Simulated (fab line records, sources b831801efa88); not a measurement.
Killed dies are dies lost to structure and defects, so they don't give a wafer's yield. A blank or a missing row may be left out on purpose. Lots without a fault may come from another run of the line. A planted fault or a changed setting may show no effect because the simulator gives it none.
fab line records | flow sky130
record lots=5 wafers=15 last_day=50
route steps=708 shown VT_ADJUST_PCH@148 SONOS_TUNNEL@154 SONOS_ONO@168
lots that met no fault: from a run of the same line without faults
start_h: hours from the record's first day to the start of the lot's first wafer shown | wait_h: hours since the lot's step before | " the same as in the row above | L1.1+2: a row that stands for several wafers | - no value, or no start given | * or withheld: withheld | < > ~ a bound
route shown NAME@n: a module of which the file shows steps, and the number in the route of the first | usual: mean/standard deviation of fault-free wafers | same: alike in all rows | chamber/n: place in a boat | sites: the reading at each site | _std_site: their standard deviation | _edge_site: outer sites' mean less inner sites' | radius_mm: how far each site lies from the wafer's centre | mask NAME#n: copy n | behind: the tool/chamber that last shaped the wafer | hold: why the lot was held/for how many hours/how that ended | device: the transistor (n, p or np) that didn't switch | end of line: the same wafers' tests at the end of the route | a step without rows: its recipe alone | killed: dies lost to structure and defects at the first sort, not the wafer's yield | map: a wafer's dies, x killed, . not, _ none there
set.NAME: the setting as run; set.NAME@STEP: as run at that earlier step | model.NAME: the simulator's own value behind a step, which no gauge read
lots at some steps of the route; a table a step, a row a wafer
services: from which hour (start_h, from the record's first day; less than 0 if before it) a tool's chamber was out of use, for how many hours, and why
## steps
# step SKY_VT_ADJUST_PCH_PEB_05
# recipe temp_c=115 time_s=withheld
# usual chill_plate_temp_C=23.00/0.11
# columns lot.wafer tool chamber start_h wait_h chill_plate_temp_C
L084.1 litho_track-02 0 - - 23.10
L084.3 " 0 " " 23.00
L084.6 " 0 " " 22.96
L088.1 litho_track-04 0 - - 23.15
L088.4 " 0 " " 23.12
L088.6 " 0 " " 22.97
L092.1 litho_track-04 0 - - 23.04
L092.3 " 0 " " 22.94
L092.6 " 0 " " 23.00
L094.1 litho_track-02 0 - - 22.84
L094.2 " 0 " " 22.88
L094.3 " 0 " " 22.71
L096.2 litho_track-03 0 - - 23.01
L096.3 " 0 " " 23.15
L096.4 " 0 " " 23.13
# step SKY_VT_ADJUST_PCH_DEVELOP_06
# recipe wall_angle_deg=90 developer=TMAH develop_time_s=60 dev_temp_c=23
# usual chill_plate_temp_C=22.99/0.1 developer_temp_C=23.00/0.1
# columns lot.wafer tool chamber start_h wait_h chill_plate_temp_C developer_temp_C
L084.1 litho_track-02 0 - - 22.94 23.01
L084.3 " 0 " " 22.96 22.98
L084.6 " 0 " " 22.96 23.01
L088.1 litho_track-04 0 - - 23.09 22.97
L088.4 " 0 " " 23.02 22.99
L088.6 " 0 " " 23.15 23.06
L092.1 litho_track-04 0 - - 22.92 23.10
L092.3 " 0 " " 22.83 23.00
L092.6 " 0 " " 22.84 23.07
L094.1 litho_track-02 0 - - 23.01 22.99
L094.2 " 0 " " 23.02 22.93
L094.3 " 0 " " 22.94 22.98
L096.2 litho_track-03 0 - - 22.87 22.81
L096.3 " 0 " " 22.77 22.96
L096.4 " 0 " " 23.07 22.95
# step SKY_VT_ADJUST_PCH_OVL_MEAS_07
# usual VT_ADJUST_PCH_OVL=0.4/1.4
# columns lot.wafer tool chamber start_h wait_h VT_ADJUST_PCH_OVL[nm]
L084.1 overlay-02 - 298.67 - 1.4
L084.3 " - " " 1.4
L084.6 " - " " -0.9
L088.1 overlay-01 - 341.40 - -1.2
L088.4 " - " " 1.1
L088.6 " - " " 0.2
L092.1 overlay-02 - 366.50 - 1.0
L092.3 " - " " 1.3
L092.6 " - " " 2.2
L094.1 overlay-02 - 380.47 - -1.4
L094.2 " - " " -0.3
L094.3 " - " " -1.1
L096.2 overlay-02 - 395.23 - 2.1
L096.3 " - " " -0.1
L096.4 " - " " 1.5
# step SKY_VT_ADJUST_PCH_IMPLANT_08
# recipe species=B energy_kev=10 dose_cm2=5e+11 tilt_deg=withheld
# same implant_ion_amu=11
# columns lot.wafer tool chamber start_h wait_h
L084.1+3+6 implanter-02 0 298.71 0.0
L088.1+4+6 implanter-03 0 341.43 0.0
L092.1+3+6 implanter-02 0 366.54 0.0
L094.1+2+3 implanter-01 0 380.51 0.0
L096.2+3+4 implanter-03 0 395.29 0.0
# step SKY_VT_ADJUST_PCH_STRIP_09
# recipe chemistry=O2/N2 power_w=1400 pressure_mtorr=1500 platen_temp_c=withheld o2_flow_sccm=3000 n2_flow_sccm=300 overash_fraction=0.5
# usual drypump_motor_current_A=5.55/0.26 oes_product_au=0.723/0.0042 strip_time_to_endpoint_s=36.93/0.12
# same overash_fraction=0.5
# columns lot.wafer tool chamber start_h wait_h drypump_motor_current_A oes_product_au rf_hours_counter_h strip_time_to_endpoint_s
L084.1 plasma_asher-03 0 298.86 0.1 5.43 0.715 18 37.01
L084.3 " 1 " " 5.18 0.723 - 36.89
L084.6 " 1 " " 5.17 0.724 - 36.93
L088.1 plasma_asher-01 0 341.58 0.1 6.10 0.719 52 37.01
L088.4 " 1 " " 5.57 0.714 - 37.08
L088.6 " 0 " " 6.10 0.716 - 36.89
L092.1 plasma_asher-01 0 366.69 0.1 6.08 0.723 54 36.79
L092.3 " 1 " " 5.61 0.723 - 36.90
L092.6 " 0 " " 6.09 0.723 - 36.85
L094.1 plasma_asher-02 0 380.66 0.1 5.66 0.719 71 36.97
L094.2 " 1 " " 5.50 0.725 71 36.98
L094.3 " 1 " " 5.50 0.726 - 36.93
L096.2 plasma_asher-02 1 395.41 0.1 5.50 0.720 73 37.16
L096.3 " 0 " " 5.67 0.722 - 37.11
L096.4 " 1 " " 5.51 0.721 - 37.23
# step SKY_VT_ADJUST_PCH_TW_MEAS_10
# usual VT_ADJUST_PCH_TW=143.2/0.72
# columns lot.wafer tool chamber start_h wait_h VT_ADJUST_PCH_TW
L084.1 film_metro-03 - 298.96 0.1 142.5
L084.3 " - " " 142.5
L084.6 " - " " 142.0
L088.1 film_metro-01 - 341.68 0.1 144.8
L088.4 " - " " 144.6
L088.6 " - " " 144.4
L092.1 film_metro-03 - 366.79 0.1 143.0
L092.3 " - " " 142.9
L092.6 " - " " 142.5
L094.1 film_metro-01 - 380.76 0.1 144.1
L094.2 " - " " 144.2
L094.3 " - " " 143.1
L096.2 film_metro-01 - 395.52 0.1 144.1
L096.3 " - " " 144.2
L096.4 " - " " 144.1
# step SKY_SONOS_TUNNEL_DEHYDRATE_00
# recipe temp_c=200 time_s=60
# usual chill_plate_temp_C=22.98/0.1
# columns lot.wafer tool chamber start_h wait_h chill_plate_temp_C
L084.1 litho_track-03 0 311.08 12.1 23.06
L084.3 " 0 " " 22.99
L084.6 " 0 " " 23.08
L088.1 litho_track-03 0 355.97 14.3 22.94
L088.4 " 0 " " 22.99
L088.6 " 0 " " 22.87
L092.1 litho_track-03 0 380.42 13.6 23.03
L092.3 " 0 " " 22.87
L092.6 " 0 " " 22.92
L094.1 litho_track-01 0 395.11 14.3 22.93
L094.2 " 0 " " 22.84
L094.3 " 0 " " 22.95
L096.2 litho_track-03 0 410.05 14.5 23.08
L096.3 " 0 " " 22.94
L096.4 " 0 " " 23.01
# step SKY_SONOS_TUNNEL_HMDS_01
# recipe prime_time_s=60 prime_temp_c=120
# usual chill_plate_temp_C=23.04/0.11
# columns lot.wafer tool chamber start_h wait_h chill_plate_temp_C
L084.1 litho_track-03 0 311.23 0.1 23.21
L084.3 " 0 " " 23.06
L084.6 " 0 " " 22.95
L088.1 litho_track-03 0 356.12 0.1 22.96
L088.4 " 0 " " 23.17
L088.6 " 0 " " 22.88
L092.1 litho_track-03 0 380.57 0.1 23.03
L092.3 " 0 " " 22.95
L092.6 " 0 " " 23.16
L094.1 litho_track-01 0 395.26 0.1 23.19
L094.2 " 0 " " 23.20
L094.3 " 0 " " 22.94
L096.2 litho_track-03 0 410.20 0.1 23.01
L096.3 " 0 " " 23.08
L096.4 " 0 " " 22.97
# step SKY_SONOS_TUNNEL_COAT_02
# recipe resist=NOVOLAK spin_rpm=3000 resist_thk_nm=1140
# usual chill_plate_temp_C=23.03/0.12
# columns lot.wafer tool chamber start_h wait_h chill_plate_temp_C
L084.1 litho_track-03 0 311.38 0.1 22.92
L084.3 " 0 " " 22.86
L084.6 " 0 " " 23.03
L088.1 litho_track-03 0 356.27 0.1 23.04
L088.4 " 0 " " 23.04
L088.6 " 0 " " 23.13
L092.1 litho_track-03 0 380.72 0.1 22.86
L092.3 " 0 " " 22.89
L092.6 " 0 " " 22.99
L094.1 litho_track-01 0 395.41 0.1 22.90
L094.2 " 0 " " 22.95
L094.3 " 0 " " 22.92
L096.2 litho_track-03 0 410.35 0.1 23.06
L096.3 " 0 " " 22.95
L096.4 " 0 " " 22.99
# step SKY_SONOS_TUNNEL_SOFTBAKE_03
# recipe temp_c=90 time_s=60 resist=NOVOLAK
# usual chill_plate_temp_C=23.01/0.095
# columns lot.wafer tool chamber start_h wait_h chill_plate_temp_C
L084.1 litho_track-03 0 311.53 0.1 23.03
L084.3 " 0 " " 23.16
L084.6 " 0 " " 22.99
L088.1 litho_track-03 0 356.42 0.1 23.15
L088.4 " 0 " " 23.10
L088.6 " 0 " " 23.06
L092.1 litho_track-03 0 380.87 0.1 22.95
L092.3 " 0 " " 23.03
L092.6 " 0 " " 22.99
L094.1 litho_track-01 0 395.56 0.1 22.95
L094.2 " 0 " " 23.08
L094.3 " 0 " " 23.07
L096.2 litho_track-03 0 410.50 0.1 23.10
L096.3 " 0 " " 22.93
L096.4 " 0 " " 23.03
# step SKY_SONOS_TUNNEL_EXPOSE_04
# recipe mask_id=TUNM na=0.6 source_shape=conventional sigma_outer=0.6 polarization=unpolarized target_cd_nm=410 dose_mj=136
# columns lot.wafer tool chamber start_h wait_h mask
L084.1+3+6 iline_stepper-01 0 - - TUNM#0
L088.1+4+6 iline_stepper-02 0 - - TUNM#0
L092.1+3+6 iline_stepper-01 0 - - TUNM#0
L094.1+2+3 iline_stepper-02 0 - - TUNM#0
L096.2+3+4 iline_stepper-01 0 - - TUNM#0
# step SKY_SONOS_TUNNEL_PEB_05
# recipe temp_c=withheld time_s=* resist=NOVOLAK
# usual chill_plate_temp_C=*
# columns lot.wafer tool chamber start_h wait_h chill_plate_temp_C
L084.1 litho_track-01 0 - - *
L084.3 " 0 " " *
L084.6 " 0 " " *
L088.1 litho_track-01 0 - - *
L088.4 " 0 " " *
L088.6 " 0 " " *
L092.1 litho_track-03 0 - - *
L092.3 " 0 " " *
L092.6 " 0 " " *
L094.1 litho_track-02 0 - - *
L094.2 " 0 " " *
L094.3 " 0 " " *
L096.2 litho_track-01 0 - - *
L096.3 " 0 " " *
L096.4 " 0 " " *
# step SKY_SONOS_TUNNEL_DEVELOP_06
# recipe resist=NOVOLAK developer=TMAH develop_time_s=60 dev_temp_c=23.46
# usual chill_plate_temp_C=23.01/0.1 developer_temp_C=23.47/0.11
# columns lot.wafer tool chamber start_h wait_h chill_plate_temp_C developer_temp_C
L084.1 litho_track-01 0 325.11 0.1 22.88 23.36
L084.3 " 0 " " 22.92 23.39
L084.6 " 0 " " 22.77 23.40
L088.1 litho_track-01 0 370.16 0.1 22.97 23.52
L088.4 " 0 " " 23.11 23.42
L088.6 " 0 " " 23.00 23.56
L092.1 litho_track-03 0 395.37 0.1 22.93 23.48
L092.3 " 0 " " 22.84 23.47
L092.6 " 0 " " 22.83 23.47
L094.1 litho_track-02 0 410.62 0.1 22.90 23.51
L094.2 " 0 " " 23.03 23.48
L094.3 " 0 " " 23.12 23.50
L096.2 litho_track-01 0 425.59 0.1 23.08 23.58
L096.3 " 0 " " 23.28 23.66
L096.4 " 0 " " 23.09 23.44
# step SKY_SONOS_TUNNEL_CD_MEAS_07
# recipe target_cd_nm=410
# usual cd_nm=410.1/2.1
# columns lot.wafer tool chamber start_h wait_h cd_nm
L084.1 cd_sem-02 - 325.26 0.1 411.7
L084.3 " - " " 414.5
L084.6 " - " " 411.4
L088.1 cd_sem-01 - 370.31 0.1 412.2
L088.4 " - " " 410.3
L088.6 " - " " 410.7
L092.1 cd_sem-02 - 395.52 0.1 412.6
L092.3 " - " " 410.1
L092.6 " - " " 412.4
L094.1 cd_sem-02 - 410.77 0.1 409.4
L094.2 " - " " 409.4
L094.3 " - " " 410.7
L096.2 cd_sem-02 - 425.73 0.1 412.3
L096.3 " - " " 412.1
L096.4 " - " " 413.8
# step SKY_SONOS_TUNNEL_OVL_MEAS_08
# usual SONOS_TUNNEL_OVL=0.0/1.2
# columns lot.wafer tool chamber start_h wait_h SONOS_TUNNEL_OVL[nm]
L084.1 overlay-01 - 325.38 0.1 -0.7
L084.3 " - " " 0.5
L084.6 " - " " 1.0
L088.1 overlay-02 - 370.43 0.1 -1.4
L088.4 " - " " 1.5
L088.6 " - " " -0.5
L092.1 overlay-01 - 395.64 0.1 -0.9
L092.3 " - " " -1.2
L092.6 " - " " 0.2
L094.1 overlay-02 - 410.89 0.1 0.7
L094.2 " - " " 1.6
L094.3 " - " " 2.7
L096.2 overlay-01 - 425.84 0.1 1.1
L096.3 " - " " -0.5
L096.4 " - " " 0.3
# step SKY_SONOS_TUNNEL_IMPLANT_09
# recipe species=B energy_kev=20.14 dose_cm2=1e+12 tilt_deg=withheld
# same implant_ion_amu=11
# columns lot.wafer tool chamber start_h wait_h
L084.1+3+6 implanter-01 0 325.42 0.0
L088.1+4+6 implanter-01 0 370.47 0.0
L092.1+3+6 implanter-04 0 395.68 0.0
L094.1+2+3 implanter-02 0 410.93 0.0
L096.2+3+4 implanter-04 0 425.89 0.0
# step SKY_SONOS_TUNNEL_WET_ETCH_10
# recipe chemistry=dHF target_depth_nm=14 target=SiO2 dilution=100:1 temp_c=25 time_s=280
# columns lot.wafer tool chamber start_h wait_h
L084.1+3+6 wet_bench-02 3 325.57 0.1
L088.1+4+6 wet_bench-02 0 370.62 0.1
L092.1+3+6 wet_bench-02 3 395.83 0.1
L094.1+2+3 wet_bench-02 2 411.08 0.1
L096.2+3+4 wet_bench-02 3 426.02 0.1
# step SKY_SONOS_TUNNEL_STRIP_11
# recipe chemistry=SPM time_s=600 temp_c=130
# columns lot.wafer tool chamber start_h wait_h
L084.1+3+6 wet_bench-04 0 325.66 0.0
L088.1+4+6 wet_bench-04 1 370.71 0.0
L092.1+3+6 wet_bench-03 0 395.92 0.0
L094.1+2+3 wet_bench-04 3 411.18 0.0
L096.2+3+4 wet_bench-03 1 426.11 0.0
# step SKY_SONOS_TUNNEL_TW_MEAS_12
# usual SONOS_TUNNEL_TW=198.5/1.3
# columns lot.wafer tool chamber start_h wait_h SONOS_TUNNEL_TW
L084.1 film_metro-03 - 325.86 0.0 198.7
L084.3 " - " " 198.1
L084.6 " - " " 198.4
L088.1 film_metro-03 - 370.89 0.0 197.7
L088.4 " - " " 197.8
L088.6 " - " " 198.0
L092.1 film_metro-01 - 396.10 0.0 198.8
L092.3 " - " " 200.0
L092.6 " - " " 199.3
L094.1 film_metro-02 - 411.37 0.0 196.6
L094.2 " - " " 196.6
L094.3 " - " " 198.1
L096.2 film_metro-02 - 426.30 0.0 198.1
L096.3 " - " " 197.3
L096.4 " - " " 197.3
# step SKY_SONOS_TUNNEL_CLEAN_13
# recipe chemistry=dHF time_s=20 dilution=100:1 dry=ipa_marangoni
# columns lot.wafer tool chamber start_h wait_h
L084.1+3+6 wet_bench-02 3 325.92 0.1
L088.1+4+6 wet_bench-03 0 370.95 0.1
L092.1+3+6 wet_bench-04 3 396.16 0.1
L094.1+2+3 wet_bench-03 2 411.43 0.1
L096.2+3+4 wet_bench-02 3 426.35 0.0
# step SKY_SONOS_ONO_OXIDATION_00
# recipe temp_c=800 ambient=O2 idle_temp_c=700 ramp_up_c_per_min=10 ramp_down_c_per_min=3 stabilise_s=600 purge_s=300 target_thk_a=26 ox_time_s=1249
# usual ox_temp_c_max=804.9/1.2 zone_power_bottom_pct=21.4/1.8 zone_power_lower_pct=14.8/1.3 zone_power_top_pct=27.8/2.3 zone_power_upper_pct=14.8/0.47
# columns lot.wafer tool chamber start_h wait_h ox_temp_c_max zone_power_bottom_pct zone_power_lower_pct zone_power_top_pct zone_power_upper_pct
L084.1 furnace-01 0 325.93 0.0 805.4 23.0 13.8 26.2 15.3
L084.3 " 0 " " 805.1 22.9 14.0 25.6 15.0
L084.6 " 0 " " 805.1 22.7 13.8 25.7 15.0
L088.1 furnace-01 0 372.75 1.8 805.1 22.5 13.6 26.0 15.2
L088.4 " 0 " " 805.5 22.5 13.8 26.3 15.0
L088.6 " 0 " " 806.1 22.0 14.1 26.0 15.2
L092.1 furnace-01 0 397.09 0.9 805.8 22.5 13.5 25.7 15.1
L092.3 " 0 " " 803.7 22.4 13.8 25.8 15.4
L092.6 " 0 " " 805.0 23.1 13.5 25.5 15.3
L094.1 furnace-02 0 413.86 2.4 802.5 19.0 16.4 31.0 14.1
L094.2 " 0 " " 805.0 19.3 16.6 31.1 14.5
L094.3 " 0 " " 802.8 19.2 16.5 30.9 14.2
L096.2 furnace-01 0 429.01 2.6 805.8 22.7 13.7 25.9 15.2
L096.3 " 0 " " 805.8 22.6 13.8 25.7 15.1
L096.4 " 0 " " 803.5 22.7 13.9 25.9 15.1
# step SKY_SONOS_ONO_THK_MEAS_01
# recipe reads=SiO2_of_SONOS_ONO_OXIDATION_00
# usual SONOS_ONO_OXIDATION_THK=2.58/0.06
# columns lot.wafer tool chamber start_h wait_h SONOS_ONO_OXIDATION_THK[nm]
L084.1 film_metro-02 - 327.28 0.0 2.58
L084.3 " - " " 2.59
L084.6 " - " " 2.62
L088.1 film_metro-02 - 374.10 0.0 2.57
L088.4 " - " " 2.53
L088.6 " - " " 2.59
L092.1 film_metro-02 - 398.44 0.0 2.59
L092.3 " - " " 2.55
L092.6 " - " " 2.69
L094.1 film_metro-02 - 415.21 0.0 2.68
L094.2 " - " " 2.62
L094.3 " - " " 2.63
L096.2 film_metro-04 - 430.37 0.0 2.72
L096.3 " - " " 2.65
L096.4 " - " " 2.67
# step SKY_SONOS_ONO_CVD_02
# recipe material=Si3N4 precursor=DCS/NH3 target_thk_nm=10.5 temp_c=770 time_s=180 pressure_mtorr=250
# usual zone_power_bottom_pct=20.9/2.3 zone_power_lower_pct=13.9/0.75 zone_power_top_pct=25.3/2.9 zone_power_upper_pct=11.9/1.1
# columns lot.wafer tool chamber start_h wait_h zone_power_bottom_pct zone_power_lower_pct zone_power_top_pct zone_power_upper_pct
L084.1 lpcvd-02 1 328.27 1.0 18.9 14.6 22.9 10.6
L084.3 " 1 " " 18.5 14.6 22.2 10.6
L084.6 " 1 " " 18.8 14.5 22.2 10.8
L088.1 lpcvd-02 0 375.49 1.4 22.9 12.9 28.4 12.9
L088.4 " 0 " " 23.0 13.2 28.4 12.8
L088.6 " 0 " " 23.0 13.0 28.2 12.7
L092.1 lpcvd-02 0 400.14 1.7 23.7 13.2 28.6 13.1
L092.3 " 0 " " 23.4 13.1 28.3 12.9
L092.6 " 0 " " 22.7 13.2 28.7 12.9
L094.1 lpcvd-02 1 415.27 0.1 18.6 14.7 22.4 10.6
L094.2 " 1 " " 18.5 14.4 22.8 10.9
L094.3 " 1 " " 19.0 14.6 22.4 10.8
L096.2 lpcvd-02 1 431.27 0.9 18.9 14.5 22.5 10.9
L096.3 " 1 " " 18.6 14.6 22.6 10.8
L096.4 " 1 " " 18.7 14.8 22.2 10.8
# step SKY_SONOS_ONO_THK_MEAS_03
# recipe reads=Si3N4_of_SONOS_ONO_CVD_02
# usual SONOS_ONO_CVD_02_THK=10.45/0.15
# columns lot.wafer tool chamber start_h wait_h SONOS_ONO_CVD_02_THK[nm]
L084.1 film_metro-02 - 329.32 0.0 10.65
L084.3 " - " " 10.65
L084.6 " - " " 10.63
L088.1 film_metro-02 - 377.07 0.0 10.51
L088.4 " - " " 10.47
L088.6 " - " " 10.42
L092.1 film_metro-01 - 401.19 0.0 10.26
L092.3 " - " " 10.22
L092.6 " - " " 10.24
L094.1 film_metro-01 - 416.32 0.0 10.47
L094.2 " - " " 10.35
L094.3 " - " " 10.43
L096.2 film_metro-04 - 432.33 0.0 10.32
L096.3 " - " " 10.30
L096.4 " - " " 10.36
# step SKY_SONOS_ONO_CVD_04
# recipe material=SiO2 precursor=SiH4/N2O target_thk_nm=5.7199 temp_c=900 pressure_mtorr=400
# usual zone_power_bottom_pct=27.0/0.67 zone_power_lower_pct=17.18/0.23 zone_power_top_pct=30.4/1.4 zone_power_upper_pct=17.1/1.9
# columns lot.wafer tool chamber start_h wait_h zone_power_bottom_pct zone_power_lower_pct zone_power_top_pct zone_power_upper_pct
L084.1 lpcvd-03 0 329.38 0.1 26.1 16.99 32.5 19.3
L084.3 " 0 " " 26.2 16.95 31.6 19.7
L084.6 " 0 " " 26.0 17.05 32.0 19.2
L088.1 lpcvd-03 0 377.13 0.1 26.6 17.21 32.6 19.2
L088.4 " 0 " " 26.0 17.08 32.7 19.5
L088.6 " 0 " " 26.2 17.20 31.4 19.4
L092.1 lpcvd-03 0 401.25 0.1 26.1 16.99 32.0 19.4
L092.3 " 0 " " 26.6 16.88 31.6 18.9
L092.6 " 0 " " 26.1 17.17 32.4 19.6
L094.1 lpcvd-03 0 416.38 0.1 26.4 16.80 31.9 19.2
L094.2 " 0 " " 26.3 17.03 31.8 19.2
L094.3 " 0 " " 26.1 16.79 32.3 19.1
L096.2 lpcvd-03 1 432.38 0.0 27.5 17.19 29.0 15.7
L096.3 " 1 " " 27.5 17.09 29.2 15.5
L096.4 " 1 " " 27.7 17.31 29.2 15.8
# step SKY_SONOS_ONO_THK_MEAS_05
# recipe reads=SiO2_of_SONOS_ONO_CVD_04
# usual SONOS_ONO_CVD_04_THK=5.75/0.1
# columns lot.wafer tool chamber start_h wait_h SONOS_ONO_CVD_04_THK[nm]
L084.1 film_metro-01 - 330.63 0.0 5.86
L084.3 " - " " 5.89
L084.6 " - " " 5.82
L088.1 film_metro-01 - 378.38 0.0 5.82
L088.4 " - " " 5.92
L088.6 " - " " 5.79
L092.1 film_metro-04 - 402.50 0.0 5.74
L092.3 " - " " 5.74
L092.6 " - " " 5.75
L094.1 film_metro-04 - 417.63 0.0 5.72
L094.2 " - " " 5.74
L094.3 " - " " 5.64
L096.2 film_metro-02 - 433.64 0.0 5.82
L096.3 " - " " 5.70
L096.4 " - " " 5.65
# step SKY_SONOS_ONO_DEHYDRATE_06
# recipe temp_c=200 time_s=60
# usual chill_plate_temp_C=22.98/0.12
# columns lot.wafer tool chamber start_h wait_h chill_plate_temp_C
L084.1 litho_track-04 0 343.70 13.1 23.16
L084.3 " 0 " " 23.00
L084.6 " 0 " " 23.04
L088.1 litho_track-04 0 392.39 14.0 22.93
L088.4 " 0 " " 22.93
L088.6 " 0 " " 23.07
L092.1 litho_track-04 0 417.29 14.8 22.66
L092.3 " 0 " " 23.06
L092.6 " 0 " " 22.63
L094.1 litho_track-03 0 432.07 14.4 23.20
L094.2 " 0 " " 23.23
L094.3 " 0 " " 22.89
L096.2 litho_track-04 0 448.57 14.9 23.04
L096.3 " 0 " " 23.07
L096.4 " 0 " " 23.00
# step SKY_SONOS_ONO_HMDS_07
# recipe prime_time_s=60 prime_temp_c=120
# usual chill_plate_temp_C=23.00/0.092
# columns lot.wafer tool chamber start_h wait_h chill_plate_temp_C
L084.1 litho_track-04 0 343.85 0.1 23.03
L084.3 " 0 " " 23.04
L084.6 " 0 " " 23.03
L088.1 litho_track-04 0 392.54 0.1 23.08
L088.4 " 0 " " 23.10
L088.6 " 0 " " 22.93
L092.1 litho_track-04 0 417.44 0.1 22.99
L092.3 " 0 " " 22.91
L092.6 " 0 " " 22.83
L094.1 litho_track-03 0 432.22 0.1 22.89
L094.2 " 0 " " 22.98
L094.3 " 0 " " 23.00
L096.2 litho_track-04 0 448.72 0.1 22.91
L096.3 " 0 " " 23.03
L096.4 " 0 " " 23.09
# step SKY_SONOS_ONO_COAT_08
# recipe resist=NOVOLAK spin_rpm=3000 resist_thk_nm=1140
# usual chill_plate_temp_C=22.99/0.1
# columns lot.wafer tool chamber start_h wait_h chill_plate_temp_C
L084.1 litho_track-04 0 344.00 0.1 22.85
L084.3 " 0 " " 22.84
L084.6 " 0 " " 22.77
L088.1 litho_track-04 0 392.69 0.1 22.92
L088.4 " 0 " " 23.02
L088.6 " 0 " " 23.13
L092.1 litho_track-04 0 417.59 0.1 22.93
L092.3 " 0 " " 22.96
L092.6 " 0 " " 22.90
L094.1 litho_track-03 0 432.37 0.1 22.90
L094.2 " 0 " " 22.97
L094.3 " 0 " " 22.87
L096.2 litho_track-04 0 448.87 0.1 22.99
L096.3 " 0 " " 23.04
L096.4 " 0 " " 22.95
# step SKY_SONOS_ONO_SOFTBAKE_09
# recipe temp_c=90 time_s=60 resist=NOVOLAK
# usual chill_plate_temp_C=23.04/0.1
# columns lot.wafer tool chamber start_h wait_h chill_plate_temp_C
L084.1 litho_track-04 0 344.15 0.1 23.04
L084.3 " 0 " " 22.95
L084.6 " 0 " " 22.88
L088.1 litho_track-04 0 392.84 0.1 23.21
L088.4 " 0 " " 23.01
L088.6 " 0 " " 23.09
L092.1 litho_track-04 0 417.74 0.1 23.16
L092.3 " 0 " " 23.07
L092.6 " 0 " " 23.14
L094.1 litho_track-03 0 432.52 0.1 22.95
L094.2 " 0 " " 22.98
L094.3 " 0 " " 23.06
L096.2 litho_track-04 0 449.02 0.1 23.12
L096.3 " 0 " " 23.08
L096.4 " 0 " " 23.01
# step SKY_SONOS_ONO_EXPOSE_10
# recipe mask_id=ONOM target_cd_nm=410 na=0.6 source_shape=conventional sigma_outer=0.6 dose_mj=150
# columns lot.wafer tool chamber start_h wait_h mask
L084.1+3+6 iline_stepper-02 0 - - ONOM#0
L088.1+4+6 iline_stepper-01 0 - - ONOM#0
L092.1+3+6 iline_stepper-02 0 - - ONOM#0
L094.1+2+3 iline_stepper-01 0 - - ONOM#0
L096.2+3+4 iline_stepper-01 0 - - ONOM#0
# step SKY_SONOS_ONO_PEB_11
# recipe temp_c=withheld time_s=* resist=NOVOLAK
# usual chill_plate_temp_C=*
# columns lot.wafer tool chamber start_h wait_h chill_plate_temp_C
L084.1 litho_track-04 0 - - *
L084.3 " 0 " " *
L084.6 " 0 " " *
L088.1 litho_track-01 0 - - *
L088.4 " 0 " " *
L088.6 " 0 " " *
L092.1 litho_track-04 0 - - *
L092.3 " 0 " " *
L092.6 " 0 " " *
L094.1 litho_track-04 0 - - *
L094.2 " 0 " " *
L094.3 " 0 " " *
L096.2 litho_track-04 0 - - *
L096.3 " 0 " " *
L096.4 " 0 " " *
# step SKY_SONOS_ONO_DEVELOP_12
# recipe develop_time_s=60 dev_temp_c=23
# usual chill_plate_temp_C=22.98/0.11 developer_temp_C=23.02/0.11
# columns lot.wafer tool chamber start_h wait_h chill_plate_temp_C developer_temp_C
L084.1 litho_track-04 0 358.04 0.1 22.97 23.12
L084.3 " 0 " " 22.80 22.95
L084.6 " 0 " " 23.02 22.92
L088.1 litho_track-01 0 407.21 0.1 23.08 23.15
L088.4 " 0 " " 23.17 23.08
L088.6 " 0 " " 23.06 23.17
L092.1 litho_track-04 0 432.79 0.1 23.04 23.08
L092.3 " 0 " " 23.19 23.04
L092.6 " 0 " " 23.01 23.03
L094.1 litho_track-04 0 448.39 0.1 22.98 22.95
L094.2 " 0 " " 22.93 22.87
L094.3 " 0 " " 22.92 22.95
L096.2 litho_track-04 0 464.32 0.1 22.94 23.01
L096.3 " 0 " " 22.86 22.96
L096.4 " 0 " " 22.83 22.99
# step SKY_SONOS_ONO_CD_MEAS_13
# recipe target_cd_nm=410
# usual cd_nm=409.7/2.3
# columns lot.wafer tool chamber start_h wait_h cd_nm
L084.1 cd_sem-02 - 358.19 0.1 408.9
L084.3 " - " " 409.1
L084.6 " - " " 410.6
L088.1 cd_sem-01 - 407.36 0.1 405.9
L088.4 " - " " 408.1
L088.6 " - " " 407.4
L092.1 cd_sem-01 - 432.94 0.1 412.4
L092.3 " - " " 412.8
L092.6 " - " " 412.8
L094.1 cd_sem-01 - 448.54 0.1 411.6
L094.2 " - " " 411.2
L094.3 " - " " 409.8
L096.2 cd_sem-02 - 464.46 0.1 412.5
L096.3 " - " " 411.5
L096.4 " - " " 410.5
# step SKY_SONOS_ONO_OVL_MEAS_14
# usual SONOS_ONO_OVL=1.1/1.4
# columns lot.wafer tool chamber start_h wait_h SONOS_ONO_OVL[nm]
L084.1 overlay-02 - 358.31 0.1 2.2
L084.3 " - " " 3.0
L084.6 " - " " 2.4
L088.1 overlay-01 - 407.48 0.1 -0.6
L088.4 " - " " 0.3
L088.6 " - " " 0.2
L092.1 overlay-01 - 433.06 0.1 2.1
L092.3 " - " " 1.8
L092.6 " - " " 2.2
L094.1 overlay-02 - 448.66 0.1 0.5
L094.2 " - " " -0.3
L094.3 " - " " 0.4
L096.2 overlay-01 - 464.57 0.1 -0.8
L096.3 " - " " 2.1
L096.4 " - " " 0.9
## services
# columns tool chamber start_h hours kind
iline_stepper-01 - 284.43 1.7 pm
wet_bench-03 - 291.20 1.2 repair
implanter-03 - 295.31 1.1 repair
iline_stepper-02 - 302.32 10.5 repair
implanter-03 - 311.39 3.4 repair
lpcvd-03 - 312.33 6.1 pm
plasma_asher-01 - 320.75 5.1 repair
iline_stepper-01 - 324.65 2.1 pm
iline_stepper-01 - 340.97 12.9 repair
iline_stepper-02 - 347.02 4.3 repair
implanter-02 - 349.16 4.8 repair
implanter-04 - 349.81 2.0 repair
implanter-03 - 362.09 1.1 repair
implanter-03 - 376.36 0.6 repair
implanter-03 - 378.05 6.2 pm
implanter-04 - 380.50 5.3 pm
iline_stepper-02 - 382.93 1.7 pm
implanter-02 - 398.28 6.2 repair
iline_stepper-02 - 409.79 2.1 pm
furnace-01 - 411.40 5.3 repair
furnace-01 - 431.87 3.8 pm
furnace-01 - 446.12 3.5 pm
implanter-01 - 447.18 5.6 pm
iline_stepper-01 - 460.96 4.4 pm
## key
fault none
